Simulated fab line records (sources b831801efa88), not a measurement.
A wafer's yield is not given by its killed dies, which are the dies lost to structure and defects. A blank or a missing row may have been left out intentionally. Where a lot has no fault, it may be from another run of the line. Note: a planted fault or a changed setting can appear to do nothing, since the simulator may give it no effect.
A lot that was struck, set against a sound lot    flow sky130    34 out of 708 route steps
Sound: these wafers, L434.3, L434.4, L434.5. Struck: wafers L417.2, L417.4, L417.6. Last of all comes the cause.
For every step that has rows: the tool of each side, followed by ch and its chambers, followed by its first start. Under that, the readings that differ: sound wafers    struck wafers    difference of the means    sigmas: that difference in standard deviations of wafers without a fault.
alike: readings whose means differ by less than 2 such deviations, and words and numbers that are the same on both sides. not compared: withheld readings, readings that some wafer has no value for, bounds like >300 that may hide the same value, and numbers for which the record gives no deviation and whose values overlap.
A row with sigmas, a row that says differs or no value, or rows on one side alone: a step with any of these is where the two part. Numbers that have no deviation but don't overlap get no sigmas and don't part them. A reading missing from all wafers of one side parts the sides only when that side holds two or more wafers.

first, 10 steps without rows for these wafers: SKY_METAL4_PEB_11; SKY_METAL4_DEVELOP_12 (develop time 60 s); SKY_METAL4_DESCUM_15 (chemistry O2, time 8 s); SKY_METAL4_ETCH_16 (etches BARC in N2/H2, stops on SiO2, time 88.2 s, target depth 60 nm); SKY_METAL4_ETCH_17 (etches SiO2 in C4F8/O2/Ar, stops on TiN, time 3.9 s, target depth 15 nm); SKY_METAL4_METAL_ETCH_18 (etches the open film in Cl2/BCl3, stops on SiO2, target depth 845 nm, time 183.1 s); SKY_METAL4_STRIP_19 (strips in O2/N2); SKY_METAL4_STRIP_20 (strips in post etch residue remover, time 1200 s); SKY_METAL4_CLEAN_21 (cleans in IPA, time 180 s); SKY_METAL4_CLEAN_22 (cleans in O3/DIW).
SKY_VIA4_HDPCVD_00: deposits SiO2, target thk 1750 nm, time 291.7 s.
  sound on hdpcvd-01 ch 0,2, day 47 19:20; struck on hdpcvd-01 ch 0,1, day 44 20:59
  alike: sih4-flow-sccm
then, 22 steps without rows for these wafers: SKY_VIA4_CMP_02 (polishes SiO2); SKY_VIA4_DEHYDRATE_04 (time 60 s); SKY_VIA4_HMDS_05 (prime time 60 s); SKY_VIA4_COAT_06 (resist thk 1140 nm); SKY_VIA4_SOFTBAKE_07 (time 60 s); SKY_VIA4_EXPOSE_08 (exposes mask VIM4, target cd 800 nm); SKY_VIA4_PEB_09; SKY_VIA4_DEVELOP_10 (develop time 60 s); SKY_VIA4_ETCH_12 (etches SiO2 in C4F8/O2/Ar, stops on TiN, target depth 580 nm); SKY_VIA4_STRIP_13 (strips in O2/N2); SKY_VIA4_STRIP_14 (strips in post etch residue remover, time 1200 s); SKY_VIA4_CLEAN_15 (cleans in IPA, time 180 s); SKY_VIA4_CLEAN_16 (cleans in O3/DIW); SKY_VIA4_SPUTTER_17 (material TiN, target thk 20 nm, time 80 s); SKY_VIA4_CVD_18 (deposits W, target thk 505 nm, time 152.14 s); SKY_VIA4_CMP_21 (polishes, stops on SiO2, t overpolish 25 s, target thk 0 nm); SKY_METAL5_SPUTTER_00 (material Ti, target thk 15 nm, time 10 s); SKY_METAL5_SPUTTER_01 (material TiN, target thk 20 nm, time 16.7 s); SKY_METAL5_SPUTTER_02 (material AlCu, target thk 1150 nm, time 61.2 s); SKY_METAL5_SPUTTER_03 (material Ti, target thk 5 nm, time 3.3 s); SKY_METAL5_SPUTTER_04 (material TiN, target thk 70 nm, time 58.3 s); SKY_METAL5_DEHYDRATE_07 (time 60 s).
-- the record jumps here: 4 days lie between the struck wafers' starts before and after (it left off in module METAL5 and takes up again in module PAD_OPEN, whose first step shown is number 708 of the route) --
SKY_PAD_OPEN_PROBE_99:
  sound on prober-02, day 51 00:07; struck on prober-02, day 48 14:10
reading                                sound               struck             difference  sigmas
defect-limited-yield (%)               83.1 82.1 84.3      79.9 75.4 71.1     -7.7        -4
killed_at_M4_up                        3 3 3               26 34 70           +40         +24
killed-dies                            83 88 77            99 121 142         +38         +4
sort_bin_3_pad_short (%)               0.4 1.6 1.0         2.6 2.2 3.9        +1.9        +5
sort_bin_5_function (%)                9.3 9.3 9.8         11.8 13.4 19.1     +5.3        +4
sort-n-pass                            409 404 415         393 371 350        -38         -4
sort-yield-pct (%)                     83.1 82.1 84.3      79.9 75.4 71.1     -7.7        -4
model.etest.tester.sort-n-pass         409 404 415         393 371 350        -38         
model.etest.tester.sort-yield-pct (%)  83.13 82.11 84.35   79.88 75.41 71.14  -7.72       
model.etest.tester.sort_bin_5_pct (%)  9.35 9.35 9.756     11.79 13.41 19.11  +5.28       
model.etest.tester.sort_bin_3_pct (%)  0.4065 1.626 1.016  2.642 2.236 3.862  +1.897      
  alike: killed_at_M0_to_M3, killed-at-contacts, killed-at-front-end, killed-at-other, killed-open, killed-short, sort_bin_6_memory

## WHERE THEY PART
At SKY_PAD_OPEN_PROBE_99 and nowhere else, as far as this record goes.

WHY: whatever the simulator had introduced
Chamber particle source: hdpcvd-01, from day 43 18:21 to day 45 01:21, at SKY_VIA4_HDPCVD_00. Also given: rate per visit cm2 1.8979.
